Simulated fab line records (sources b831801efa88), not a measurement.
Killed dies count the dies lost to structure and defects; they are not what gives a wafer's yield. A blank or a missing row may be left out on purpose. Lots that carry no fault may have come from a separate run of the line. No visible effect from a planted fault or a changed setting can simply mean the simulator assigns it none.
fab line records	flow sky130
[record] lots = 13	wafers = 39	lastDay = 50
route steps=708 shown GATE_OXIDE@189 POLY_GATE@229 LDD_N@247 PAD_OPEN@708
lots that met no fault: taken from a fault-free run of the same line
startH: the number of hours between the record's first day and the start of the first shown wafer of the lot	waitH: hours since the lot's step before	" same as the row above	L1.1+2: one row covering several wafers at once	- no value, or no start given	* or withheld: withheld	< > ~ a bound
route shown NAME@n: a module of which the file shows steps, and the number in the route of the first	usual: mean and standard deviation over wafers with no fault	same: alike in all rows	chamber/n: place in a boat	sites: per-site readings	_std_site: the standard deviation of these	_edge_site: mean of outer sites minus mean of inner sites	radiusMm: how far each site lies from the wafer's centre	mask NAME#n: copy n	behind: the tool/chamber that last shaped the wafer	hold: what put the lot on hold/how long, in hours/how the hold closed	device: transistor that didn't switch, given as n, p or np	end of line: the route-end tests of the same wafers	step lacking rows: just its recipe	killed: at the first sort, the dies lost to defects and structure; wafer yield is something else	map: dies across one wafer; x = killed, . = not, _ = none there
set.NAME: the setting the step ran with; set.NAME@STEP: the setting that earlier step ran with	model.NAME: the simulator's own value behind a step, which no gauge read
one table for each step of the route and one row for each wafer, over a sample of lots
services: a tool's chamber out of use, with start hour (startH, from the record's first day; less than 0 if before it), hours out, and reason
[[steps]]
[step SKY_GATE_OXIDE_THK_MEAS_02]
[recipe] reads = SiO2_of_GATE_OXIDE_OXIDATION_01
[usual] GATE_OXIDE_OXIDATION_00_THK = 10.27/0.2
lot.wafer	tool	chamber	startH	waitH	GATE_OXIDE_OXIDATION_00_THK[nm]
L772.3	filmMetro-01	-	278.66	0.0	10.43
L772.4	"	-	"	"	10.49
L772.5	"	-	"	"	10.34
L773.3	filmMetro-01	-	289.12	0.0	10.25
L773.4	"	-	"	"	10.40
L773.6	"	-	"	"	10.17
L774.1	filmMetro-02	-	305.59	0.0	10.59
L774.2	"	-	"	"	10.38
L774.3	"	-	"	"	10.60
L775.2	filmMetro-01	-	319.32	0.0	10.41
L775.4	"	-	"	"	10.54
L775.5	"	-	"	"	10.52
L776.2	filmMetro-04	-	325.42	0.0	9.92
L776.3	"	-	"	"	10.09
L776.4	"	-	"	"	10.11
L777.4	filmMetro-01	-	325.44	0.0	10.48
L777.5	"	-	"	"	10.53
L777.6	"	-	"	"	10.41
L780.3	filmMetro-02	-	350.59	0.0	10.65
L780.5	"	-	"	"	10.50
L780.6	"	-	"	"	10.48
L781.3	filmMetro-01	-	359.34	0.0	10.29
L781.5	"	-	"	"	10.31
L781.6	"	-	"	"	10.21
L787.3	filmMetro-04	-	403.63	0.0	10.27
L787.5	"	-	"	"	10.47
L787.6	"	-	"	"	10.28
L791.2	filmMetro-02	-	439.42	0.0	10.08
L791.4	"	-	"	"	9.98
L791.6	"	-	"	"	10.19
L792.2	filmMetro-04	-	445.68	0.0	10.20
L792.5	"	-	"	"	10.31
L792.6	"	-	"	"	10.28
L794.1	filmMetro-02	-	464.29	0.0	10.13
L794.2	"	-	"	"	10.24
L794.6	"	-	"	"	10.23
L795.1	filmMetro-01	-	474.70	0.0	10.39
L795.5	"	-	"	"	10.27
L795.6	"	-	"	"	10.21
[step SKY_GATE_OXIDE_TW_MEAS_14]
[usual] GATE_OXIDE_TW = 225.6/1.1
lot.wafer	tool	chamber	startH	waitH	GATE_OXIDE_TW
L772.3	filmMetro-01	-	304.24	0.1	226.2
L772.4	"	-	"	"	226.3
L772.5	"	-	"	"	227.6
L773.3	filmMetro-01	-	314.57	0.1	224.2
L773.4	"	-	"	"	226.1
L773.6	"	-	"	"	225.6
L774.1	filmMetro-02	-	332.37	0.1	225.2
L774.2	"	-	"	"	225.5
L774.3	"	-	"	"	225.7
L775.2	filmMetro-04	-	346.20	0.1	224.4
L775.4	"	-	"	"	226.2
L775.5	"	-	"	"	226.5
L777.4	filmMetro-04	-	352.86	0.1	225.5
L777.5	"	-	"	"	224.3
L777.6	"	-	"	"	224.6
L776.2	filmMetro-04	-	353.28	0.1	224.3
L776.3	"	-	"	"	224.8
L776.4	"	-	"	"	225.2
L780.3	filmMetro-01	-	377.87	0.1	225.3
L780.5	"	-	"	"	226.2
L780.6	"	-	"	"	225.8
L781.3	filmMetro-01	-	387.81	0.1	223.7
L781.5	"	-	"	"	224.5
L781.6	"	-	"	"	222.8
L787.3	filmMetro-01	-	434.01	0.1	225.7
L787.5	"	-	"	"	225.4
L787.6	"	-	"	"	225.3
L791.2	filmMetro-02	-	470.18	0.1	227.1
L791.4	"	-	"	"	226.2
L791.6	"	-	"	"	227.2
L792.2	filmMetro-04	-	476.91	0.1	225.7
L792.5	"	-	"	"	226.1
L792.6	"	-	"	"	224.6
L794.1	filmMetro-01	-	495.81	0.1	224.4
L794.2	"	-	"	"	225.9
L794.6	"	-	"	"	226.1
L795.1	filmMetro-01	-	506.07	0.1	225.2
L795.5	"	-	"	"	226.4
L795.6	"	-	"	"	224.8
[step SKY_POLY_GATE_ETCH_15]
[recipe] chemistry = N2/H2	target = BARC	ionEnergyEv = 200	sourceW = 500	biasW = 100	pressureMtorr = 30	n2FlowSccm = 100	h2FlowSccm = 200	stopOn = SiO2	timeS = 118.5	targetDepthA = 1100
[usual] drypumpMotorCurrentA = 5.7/0.47	h2FlowSccm = 200.0/0.61	oesProductAu = 0.716/0.0048	throttleValvePct = 13.215/0.0089
lot.wafer	tool	chamber	startH	waitH	drypumpMotorCurrentA	h2FlowSccm	oesProductAu	rfHoursCounterH	throttleValvePct
L772.3	rieDiel-04	2	363.31	0.0	5.1	199.8	0.716	16	13.211
L772.4	"	3	"	"	6.1	199.1	0.723	6	13.195
L772.5	"	3	"	"	6.0	199.9	0.706	-	13.219
L773.3	rieDiel-04	2	375.31	0.0	5.1	199.5	0.713	16	13.199
L773.4	"	1	"	"	5.8	200.4	0.703	2	13.216
L773.6	"	3	"	"	6.1	198.8	0.712	-	13.220
L774.1	rieDiel-03	1	396.91	0.0	5.6	200.4	0.713	5	13.216
L774.2	"	3	"	"	6.0	198.7	0.715	10	13.213
L774.3	"	0	"	"	6.2	200.5	0.711	9	13.217
L775.2	rieDiel-03	0	409.71	0.0	6.2	199.5	0.716	9	13.215
L775.4	"	3	"	"	6.0	200.7	0.718	10	13.208
L775.5	"	0	"	"	6.2	200.0	0.716	-	13.208
L777.4	rieDiel-02	0	416.51	0.0	5.4	200.0	0.720	77	13.223
L777.5	"	0	"	"	5.4	199.7	0.717	-	13.201
L777.6	"	1	"	"	5.0	199.9	0.716	-	13.212
L776.2	rieDiel-04	3	419.39	0.0	6.0	199.7	0.714	7	13.229
L776.3	"	1	"	"	5.8	200.0	0.715	3	13.213
L776.4	"	2	"	"	5.1	200.4	0.720	17	13.215
L780.3	rieDiel-02	1	447.11	0.0	5.0	200.0	0.714	26	13.222
L780.5	"	2	"	"	6.0	200.5	0.713	-	13.209
L780.6	"	3	"	"	5.0	200.0	0.721	-	13.212
L781.3	rieDiel-04	0	453.36	0.0	5.1	199.7	0.717	101	13.212
L781.5	"	1	"	"	5.8	199.4	0.719	-	13.210
L781.6	"	0	"	"	5.1	199.1	0.710	-	13.218
L787.3	rieDiel-03	2	501.14	0.0	6.2	199.4	0.718	16	13.213
L787.5	"	0	"	"	6.2	201.0	0.722	-	13.224
L787.6	"	1	"	"	5.6	199.7	0.716	-	13.216
L791.2	rieDiel-02	2	537.16	0.0	6.1	200.8	0.715	23	13.200
L791.4	"	3	"	"	5.0	199.6	0.708	48	13.214
L791.6	"	0	"	"	5.4	200.7	0.711	-	13.233
L792.2	rieDiel-03	0	543.31	0.0	6.2	199.5	0.719	12	13.218
L792.5	"	2	"	"	6.2	200.8	0.713	-	13.204
L792.6	"	3	"	"	6.0	199.3	0.718	-	13.197
L794.1	rieDiel-03	3	560.81	0.0	6.0	200.8	0.719	13	13.212
L794.2	"	1	"	"	5.6	199.9	0.713	10	13.207
L794.6	"	1	"	"	5.6	199.7	0.715	-	13.226
L795.1	rieDiel-02	2	570.56	0.0	5.9	200.0	0.718	23	13.213
L795.5	"	3	"	"	5.0	200.6	0.710	-	13.217
L795.6	"	1	"	"	5.0	199.2	0.727	-	13.215
[step SKY_LDD_N_IMPLANT_10]
[recipe] species = As	energyKev = 20	doseCm2 = 7.5e+13	tiltDeg = withheld	rotationDeg = 203
[usual] beamEnergyKeV = 19.999/0.0061	doseIonsCm2 = 7.501e+13/6.8e+10	faradayCurrentUA = 422/9.1
lot.wafer	tool	chamber	startH	waitH	beamEnergyKeV	doseIonsCm2	faradayCurrentUA
L772.3	implanter-01	0	395.77	0.1	19.997	7.51e+13	413
L772.4	"	0	"	"	19.996	7.501e+13	416
L772.5	"	0	"	"	19.994	7.498e+13	414
L773.3	implanter-03	0	407.00	0.1	20.003	7.507e+13	408
L773.4	"	0	"	"	19.991	7.51e+13	419
L773.6	"	0	"	"	20.000	7.506e+13	425
L774.1	implanter-02	0	429.94	0.1	20.002	7.506e+13	422
L774.2	"	0	"	"	20.007	7.501e+13	415
L774.3	"	0	"	"	20.001	7.491e+13	420
L775.2	implanter-02	0	442.36	0.1	19.996	7.509e+13	423
L775.4	"	0	"	"	19.994	7.514e+13	411
L775.5	"	0	"	"	19.995	7.501e+13	417
L777.4	implanter-02	0	449.48	0.1	19.993	7.498e+13	410
L777.5	"	0	"	"	19.996	7.505e+13	423
L777.6	"	0	"	"	19.993	7.514e+13	436
L776.2	implanter-03	0	452.51	0.1	19.993	7.497e+13	403
L776.3	"	0	"	"	20.000	7.499e+13	420
L776.4	"	0	"	"	19.985	7.504e+13	418
L780.3	implanter-03	0	480.09	0.1	19.982	8.328e+13	459
L780.5	"	0	"	"	19.998	8.326e+13	447
L780.6	"	0	"	"	19.997	8.324e+13	463
L781.3	implanter-03	0	486.67	0.1	19.993	8.331e+13	469
L781.5	"	0	"	"	20.001	8.321e+13	476
L781.6	"	0	"	"	19.991	8.332e+13	464
L787.3	implanter-02	0	533.29	0.1	19.998	7.512e+13	408
L787.5	"	0	"	"	19.993	7.511e+13	428
L787.6	"	0	"	"	19.990	7.491e+13	415
L791.2	implanter-03	0	569.81	0.1	19.994	7.499e+13	415
L791.4	"	0	"	"	19.997	7.491e+13	439
L791.6	"	0	"	"	19.995	7.494e+13	434
L792.2	implanter-02	0	574.67	0.1	20.009	7.497e+13	416
L792.5	"	0	"	"	19.996	7.496e+13	402
L792.6	"	0	"	"	20.006	7.492e+13	424
L794.1	implanter-03	0	592.30	0.1	20.018	7.495e+13	439
L794.2	"	0	"	"	20.005	7.497e+13	412
L794.6	"	0	"	"	20.002	7.496e+13	425
L795.1	implanter-01	0	602.49	0.1	19.996	7.5e+13	424
L795.5	"	0	"	"	19.995	7.501e+13	417
L795.6	"	0	"	"	19.989	7.494e+13	412
[step SKY_PAD_OPEN_PROBE_99]
[usual] killed_at_M0_to_M3 = 43/6.9	killed_at_M4_up = 3.1/1.8	killedAtContacts = 24/5.1	killedAtFrontEnd = 15/4.8	killedAtOther = 0.3/0.48	killedDies = 86/8.9	killedOpen = 47/6.8	killedShort = 39/6.3
[same] grossDies = 492	killedAtBackSide = 0
lot.wafer	tool	chamber	startH	waitH	killed_at_M0_to_M3	killed_at_M4_up	killedAtContacts	killedAtFrontEnd	killedAtOther	killedDies	killedOpen	killedShort
L772.3	prober-02	-	1069.25	0.2	42	8	21	11	1	83	52	31
L772.4	prober-02	-	1069.30	0.2	49	1	18	13	1	82	46	36
L772.5	prober-02	-	1069.35	0.2	38	3	18	24	0	83	49	34
L773.3	prober-01	-	1082.04	0.2	37	3	19	8	0	67	28	39
L773.4	prober-01	-	1082.09	0.2	44	4	16	11	1	76	45	31
L773.6	prober-01	-	1082.19	0.2	44	4	17	13	0	78	32	46
L774.1	prober-02	-	1097.01	0.1	47	4	23	17	1	92	55	37
L774.2	prober-02	-	1097.06	0.1	45	0	24	20	1	90	50	40
L774.3	prober-02	-	1097.11	0.2	52	7	27	15	0	101	55	46
L775.2	prober-01	-	1103.14	0.1	40	7	19	16	1	83	37	46
L775.4	prober-01	-	1103.24	0.2	32	0	37	13	0	82	46	36
L775.5	prober-01	-	1103.29	0.2	39	1	24	20	0	84	41	43
L777.4	prober-02	-	1108.22	0.2	31	1	29	16	0	77	39	37
L777.5	prober-02	-	1108.27	0.2	38	4	37	20	0	99	49	49
L777.6	prober-02	-	1108.32	0.2	47	4	25	19	0	95	48	47
L776.2	prober-01	-	1114.75	0.1	46	3	35	14	1	99	48	50
L776.3	prober-01	-	1114.80	0.2	58	3	27	11	0	99	56	43
L776.4	prober-01	-	1114.85	0.2	45	2	27	14	1	89	45	44
L780.3	prober-01	-	1127.38	0.2	45	7	23	15	0	90	44	46
L780.5	prober-01	-	1127.48	0.2	41	2	25	21	0	89	48	40
L780.6	prober-01	-	1127.53	0.2	43	6	27	15	0	91	48	41
L781.3	prober-01	-	1128.32	0.2	34	3	20	11	0	68	47	21
L781.5	prober-01	-	1128.42	0.2	45	3	21	9	0	78	49	29
L781.6	prober-01	-	1128.47	0.2	46	5	14	11	0	76	40	36
L787.3	prober-02	-	1159.67	0.2	42	2	27	12	1	84	47	37
L787.5	prober-02	-	1159.77	0.2	41	2	14	21	0	78	45	33
L787.6	prober-02	-	1159.82	0.2	48	1	22	12	0	83	44	39
L791.2	prober-01	-	1182.17	0.1	54	1	22	8	0	85	58	27
L791.4	prober-01	-	1182.27	0.2	40	3	22	20	0	85	53	32
L791.6	prober-01	-	1182.37	0.2	41	1	24	10	0	76	47	29
L792.2	prober-02	-	1189.07	0.1	49	1	13	14	1	78	53	24
L792.5	prober-02	-	1189.22	0.2	41	1	27	17	0	86	42	44
L792.6	prober-02	-	1189.27	0.2	43	3	21	15	0	82	40	41
L794.1	prober-02	-	1192.02	0.1	38	6	26	24	0	94	44	50
L794.2	prober-02	-	1192.07	0.1	51	1	35	15	0	102	62	40
L794.6	prober-02	-	1192.27	0.2	55	5	23	8	0	91	50	41
L795.1	prober-01	-	1197.90	0.1	39	5	19	17	0	80	37	41
L795.5	prober-01	-	1198.10	0.2	36	1	29	21	0	87	48	38
L795.6	prober-01	-	1198.15	0.2	27	3	20	25	0	75	43	32
// killed by level:class
L772.3 VIA1:geometricParticle:open=15 LI_CONTACT:geometricParticle:open=8 CONTACT:geometricParticle:open=5 METAL1:geometricParticle:short=5 FIELD_ISO:geometricParticle:open=4 CONTACT:geometricParticle:short=4 METAL2:geometricParticle:short=4 VIA3:geometricParticle:open=4
L772.4 VIA1:geometricParticle:open=11 METAL1:geometricParticle:short=10 CONTACT:geometricParticle:open=7 VIA2:geometricParticle:open=7 FIELD_ISO:geometricParticle:open=6 VIA3:geometricParticle:open=5 METAL2:geometricParticle:short=5 CONTACT:geometricParticle:short=4
L772.5 VIA1:geometricParticle:open=11 FIELD_ISO:geometricParticle:open=8 POLY_GATE:geometricParticle:open=7 VIA3:geometricParticle:open=6 CONTACT:geometricParticle:short=6 METAL1:geometricParticle:short=5 POLY_GATE:geometricParticle:short=4 LI_CONTACT:geometricParticle:open=4
L773.3 METAL1:geometricParticle:short=8 CONTACT:geometricParticle:open=6 METAL2:geometricParticle:short=6 LI_CONTACT:geometricParticle:open=5 VIA3:geometricParticle:open=5 FIELD_ISO:geometricParticle:short=4 VIA3:geometricParticle:short=4 CONTACT:geometricParticle:short=4
L773.4 VIA1:geometricParticle:open=10 VIA2:geometricParticle:open=10 METAL1:geometricParticle:short=9 LI_CONTACT:geometricParticle:open=6 POLY_GATE:geometricParticle:open=4 CONTACT:geometricParticle:short=4 VIA1:geometricParticle:short=4 VIA3:geometricParticle:open=4
L773.6 VIA1:geometricParticle:open=13 METAL2:geometricParticle:short=7 METAL1:geometricParticle:short=6 FIELD_ISO:geometricParticle:short=5 CONTACT:geometricParticle:open=5 VIA3:geometricParticle:short=4 METAL4:geometricParticle:short=4 LI_CONTACT:geometricParticle:open=4
L774.1 VIA1:geometricParticle:open=10 VIA2:geometricParticle:open=10 VIA3:geometricParticle:open=8 LOCAL_INTERCONNECT:geometricParticle:short=7 CONTACT:geometricParticle:open=7 METAL2:geometricParticle:short=6 FIELD_ISO:geometricParticle:open=5 LI_CONTACT:geometricParticle:open=5
L774.2 VIA1:geometricParticle:short=10 METAL2:geometricParticle:short=9 VIA3:geometricParticle:open=8 VIA1:geometricParticle:open=8 FIELD_ISO:geometricParticle:open=7 LI_CONTACT:geometricParticle:open=6 CONTACT:geometricParticle:open=6 POLY_GATE:geometricParticle:open=5
L774.3 CONTACT:geometricParticle:open=14 VIA3:geometricParticle:open=12 VIA1:geometricParticle:open=11 LI_CONTACT:geometricParticle:open=7 METAL3:geometricParticle:short=6 VIA3:geometricParticle:short=6 METAL2:geometricParticle:short=5 METAL1:geometricParticle:short=5
L775.2 CONTACT:geometricParticle:open=7 VIA2:geometricParticle:open=7 METAL4:geometricParticle:short=7 VIA1:geometricParticle:short=5 METAL2:geometricParticle:short=5 VIA3:geometricParticle:open=5 VIA1:geometricParticle:open=4 CONTACT:geometricParticle:short=4
L775.4 CONTACT:geometricParticle:open=13 CONTACT:geometricParticle:short=10 LI_CONTACT:geometricParticle:open=7 VIA1:geometricParticle:open=7 VIA2:geometricParticle:open=6 VIA1:geometricParticle:short=5 LOCAL_INTERCONNECT:geometricParticle:short=5 VIA3:geometricParticle:open=5
L775.5 FIELD_ISO:geometricParticle:open=9 CONTACT:geometricParticle:open=9 LI_CONTACT:geometricParticle:open=6 CONTACT:geometricParticle:short=6 METAL2:geometricParticle:short=6 VIA2:geometricParticle:open=6 VIA3:geometricParticle:short=5 POLY_GATE:geometricParticle:short=4
L777.4 LOCAL_INTERCONNECT:geometricParticle:short=9 CONTACT:geometricParticle:open=7 LI_CONTACT:geometricParticle:open=6 VIA1:geometricParticle:open=6 VIA2:geometricParticle:open=6 POLY_GATE:geometricParticle:short=4 VIA1:geometricParticle:short=4 FIELD_ISO:geometricParticle:short=3
L777.5 CONTACT:geometricParticle:short=10 LI_CONTACT:geometricParticle:open=9 CONTACT:geometricParticle:open=8 VIA1:geometricParticle:open=8 VIA3:geometricParticle:open=7 LOCAL_INTERCONNECT:geometricParticle:short=7 VIA2:geometricParticle:open=7 METAL1:geometricParticle:short=5
L777.6 CONTACT:geometricParticle:open=13 METAL1:geometricParticle:short=11 FIELD_ISO:geometricParticle:short=8 VIA1:geometricParticle:open=8 LI_CONTACT:geometricParticle:open=5 METAL3:geometricParticle:short=5 VIA3:geometricParticle:open=5 POLY_GATE:geometricParticle:short=4
L776.2 CONTACT:geometricParticle:open=15 LI_CONTACT:geometricParticle:open=10 METAL2:geometricParticle:short=10 VIA1:geometricParticle:open=7 METAL1:geometricParticle:short=6 CONTACT:geometricParticle:short=6 VIA3:geometricParticle:open=5 FIELD_ISO:geometricParticle:short=4
L776.3 VIA1:geometricParticle:open=18 LI_CONTACT:geometricParticle:open=9 CONTACT:geometricParticle:open=8 METAL1:geometricParticle:short=8 CONTACT:geometricParticle:short=7 METAL2:geometricParticle:short=7 VIA2:geometricParticle:short=6 VIA1:geometricParticle:short=6
L776.4 CONTACT:geometricParticle:open=12 VIA1:geometricParticle:open=12 METAL2:geometricParticle:short=9 LI_CONTACT:geometricParticle:open=7 METAL1:geometricParticle:short=6 POLY_GATE:geometricParticle:short=4 CONTACT:geometricParticle:short=4 VIA1:geometricParticle:short=4
L780.3 VIA1:geometricParticle:open=12 LOCAL_INTERCONNECT:geometricParticle:short=7 POLY_GATE:geometricParticle:short=6 POLY_GATE:geometricParticle:open=6 VIA3:geometricParticle:open=6 CONTACT:geometricParticle:short=5 VIA1:geometricParticle:short=5 CONTACT:geometricParticle:open=4
L780.5 VIA1:geometricParticle:open=13 CONTACT:geometricParticle:open=9 FIELD_ISO:geometricParticle:short=8 VIA3:geometricParticle:open=6 FIELD_ISO:geometricParticle:open=5 METAL2:geometricParticle:short=5 LI_CONTACT:geometricParticle:short=4 LI_CONTACT:geometricParticle:open=4
L780.6 VIA1:geometricParticle:open=16 CONTACT:geometricParticle:open=10 LI_CONTACT:geometricParticle:open=7 VIA1:geometricParticle:short=6 VIA3:geometricParticle:short=6 METAL4:geometricParticle:short=5 VIA2:geometricParticle:open=5 LOCAL_INTERCONNECT:geometricParticle:short=4
L781.3 VIA1:geometricParticle:open=8 CONTACT:geometricParticle:open=8 VIA3:geometricParticle:open=8 VIA2:geometricParticle:open=7 METAL1:geometricParticle:short=5 FIELD_ISO:geometricParticle:open=4 LI_CONTACT:geometricParticle:open=4 CONTACT:geometricParticle:short=3
L781.5 VIA1:geometricParticle:open=14 VIA2:geometricParticle:open=9 CONTACT:geometricParticle:open=7 VIA3:geometricParticle:open=7 LI_CONTACT:geometricParticle:open=5 VIA1:geometricParticle:short=5 METAL1:geometricParticle:short=5 FIELD_ISO:geometricParticle:short=4
L781.6 VIA1:geometricParticle:open=10 CONTACT:geometricParticle:open=7 METAL1:geometricParticle:short=6 FIELD_ISO:geometricParticle:open=5 VIA1:geometricParticle:short=5 METAL3:geometricParticle:short=5 METAL2:geometricParticle:short=5 VIA3:geometricParticle:open=5
L787.3 VIA1:geometricParticle:open=11 LI_CONTACT:geometricParticle:open=9 VIA3:geometricParticle:open=7 CONTACT:geometricParticle:open=6 CONTACT:geometricParticle:short=6 VIA1:geometricParticle:short=6 LOCAL_INTERCONNECT:geometricParticle:short=5 VIA2:geometricParticle:open=5
L787.5 VIA3:geometricParticle:open=9 VIA1:geometricParticle:open=8 CONTACT:geometricParticle:open=7 FIELD_ISO:geometricParticle:open=6 LI_CONTACT:geometricParticle:open=5 METAL2:geometricParticle:short=5 VIA1:geometricParticle:short=5 FIELD_ISO:geometricParticle:short=4
L787.6 VIA1:geometricParticle:open=11 VIA2:geometricParticle:open=9 VIA1:geometricParticle:short=8 LI_CONTACT:geometricParticle:open=7 CONTACT:geometricParticle:open=6 METAL3:geometricParticle:short=6 LOCAL_INTERCONNECT:geometricParticle:short=5 METAL1:geometricParticle:short=4
L791.2 VIA1:geometricParticle:open=16 LI_CONTACT:geometricParticle:open=9 CONTACT:geometricParticle:open=9 METAL2:geometricParticle:short=7 VIA2:geometricParticle:open=6 VIA3:geometricParticle:open=5 METAL1:geometricParticle:short=4 VIA1:geometricParticle:short=4
L791.4 VIA1:geometricParticle:open=13 LI_CONTACT:geometricParticle:open=8 CONTACT:geometricParticle:open=8 FIELD_ISO:geometricParticle:open=7 METAL2:geometricParticle:short=5 VIA2:geometricParticle:open=5 VIA2:geometricParticle:short=4 LOCAL_INTERCONNECT:geometricParticle:short=3
L791.6 VIA1:geometricParticle:open=11 LI_CONTACT:geometricParticle:open=8 CONTACT:geometricParticle:open=7 VIA2:geometricParticle:open=6 VIA1:geometricParticle:short=5 METAL2:geometricParticle:short=5 VIA3:geometricParticle:open=5 FIELD_ISO:geometricParticle:open=4
L792.2 VIA1:geometricParticle:open=13 VIA2:geometricParticle:open=10 CONTACT:geometricParticle:open=8 VIA3:geometricParticle:open=5 POLY_GATE:geometricParticle:short=4 METAL2:geometricParticle:short=4 METAL1:geometricParticle:short=4 VIA1:geometricParticle:short=4
L792.5 CONTACT:geometricParticle:open=13 METAL1:geometricParticle:short=11 VIA1:geometricParticle:open=9 METAL2:geometricParticle:short=6 LOCAL_INTERCONNECT:geometricParticle:short=5 FIELD_ISO:geometricParticle:short=4 POLY_GATE:geometricParticle:open=4 METAL3:geometricParticle:short=4
L792.6 CONTACT:geometricParticle:open=12 VIA1:geometricParticle:open=9 POLY_GATE:geometricParticle:short=7 VIA1:geometricParticle:short=6 METAL3:geometricParticle:short=5 METAL1:geometricParticle:short=5 VIA3:geometricParticle:open=5 CONTACT:geometricParticle:short=4
L794.1 CONTACT:geometricParticle:open=9 VIA1:geometricParticle:open=9 FIELD_ISO:geometricParticle:short=7 CONTACT:geometricParticle:short=7 METAL2:geometricParticle:short=7 LI_CONTACT:geometricParticle:open=6 POLY_GATE:geometricParticle:open=5 VIA1:geometricParticle:short=5
L794.2 CONTACT:geometricParticle:open=11 CONTACT:geometricParticle:short=10 VIA2:geometricParticle:open=10 LI_CONTACT:geometricParticle:open=9 VIA1:geometricParticle:open=8 VIA3:geometricParticle:open=8 FIELD_ISO:geometricParticle:open=5 VIA1:geometricParticle:short=5
L794.6 VIA1:geometricParticle:open=14 CONTACT:geometricParticle:open=11 VIA2:geometricParticle:open=11 VIA1:geometricParticle:short=7 LI_CONTACT:geometricParticle:open=5 METAL2:geometricParticle:short=5 METAL4:geometricParticle:short=5 LOCAL_INTERCONNECT:geometricParticle:short=4
L795.1 METAL2:geometricParticle:short=8 FIELD_ISO:geometricParticle:short=6 VIA3:geometricParticle:open=6 VIA1:geometricParticle:open=6 LI_CONTACT:geometricParticle:open=5 CONTACT:geometricParticle:open=5 VIA2:geometricParticle:open=5 FIELD_ISO:geometricParticle:open=4
L795.5 CONTACT:geometricParticle:open=14 VIA2:geometricParticle:open=9 METAL2:geometricParticle:short=7 CONTACT:geometricParticle:short=6 POLY_GATE:geometricParticle:open=5 POLY_GATE:geometricParticle:short=5 VIA1:geometricParticle:open=5 FIELD_ISO:geometricParticle:open=4
L795.6 LI_CONTACT:geometricParticle:open=9 CONTACT:geometricParticle:open=7 FIELD_ISO:geometricParticle:short=6 POLY_GATE:geometricParticle:open=6 VIA1:geometricParticle:open=6 POLY_GATE:geometricParticle:short=5 FIELD_ISO:geometricParticle:open=4 METAL1:geometricParticle:short=4
[[services]]
tool	chamber	startH	hours	kind
rieDiel-02	2	357.06	22.8	repair
implanter-01	-	378.93	3.9	pm
rieDiel-03	0	383.79	1.6	repair
rieDiel-03	0	432.56	17.5	repair
rieDiel-04	-	434.17	14.6	pm
rieDiel-02	0	435.25	7.2	repair
implanter-03	-	448.23	2.5	repair
rieDiel-04	0	459.46	9.3	repair
rieDiel-04	0	468.72	-	clean
rieDiel-04	0	468.72	17.2	scheduledDown
rieDiel-04	0	468.72	17.2	ventCycle
rieDiel-03	-	488.35	2.2	repair
implanter-03	-	489.25	5.9	repair
rieDiel-03	3	511.23	3.0	repair
implanter-02	-	529.13	3.2	pm
rieDiel-03	3	534.69	2.0	repair
implanter-03	-	539.53	0.6	repair
rieDiel-02	0	557.77	-	clean
rieDiel-02	0	557.77	15.2	scheduledDown
rieDiel-02	0	557.77	15.2	ventCycle
rieDiel-02	-	581.14	1.1	repair
implanter-01	-	598.18	2.0	repair
rieDiel-03	2	599.69	10.1	repair
[[key]]
[firstSign] step = SKY_LDD_N_IMPLANT_10	reading = doseIonsCm2	direction = up	sigmas = 99+	usual = *	struck = *
[effect] step = SKY_LDD_N_IMPLANT_10	reading = faradayCurrentUA	direction = up	sigmas = 4.5	usual = 422	struck = 463
metAt SKY_LDD_N_IMPLANT_10
struckLots L780,L781
testerLeftOut L780,L781
notActingAt SKY_GATE_OXIDE_THK_MEAS_02,SKY_GATE_OXIDE_TW_MEAS_14,SKY_POLY_GATE_ETCH_15
onsetBetween 452.51 480.09
[fault] kind = processParameterDrift	tool = implanter-03	chamber = -	onsetH = 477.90	steps = SKY_LDD_N_IMPLANT_10	channel = doseCm2	offset = *	shape = step	endH = 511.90	actsIn = *	stated = *
// testerLeftOut: of these lots the tester's yield and bins aren't shown, on N5 and GAA mostly nor the transistor test; their killed dies are dies lost to structure and defects alone, not to doping, threshold or leakage, so they don't give the yield
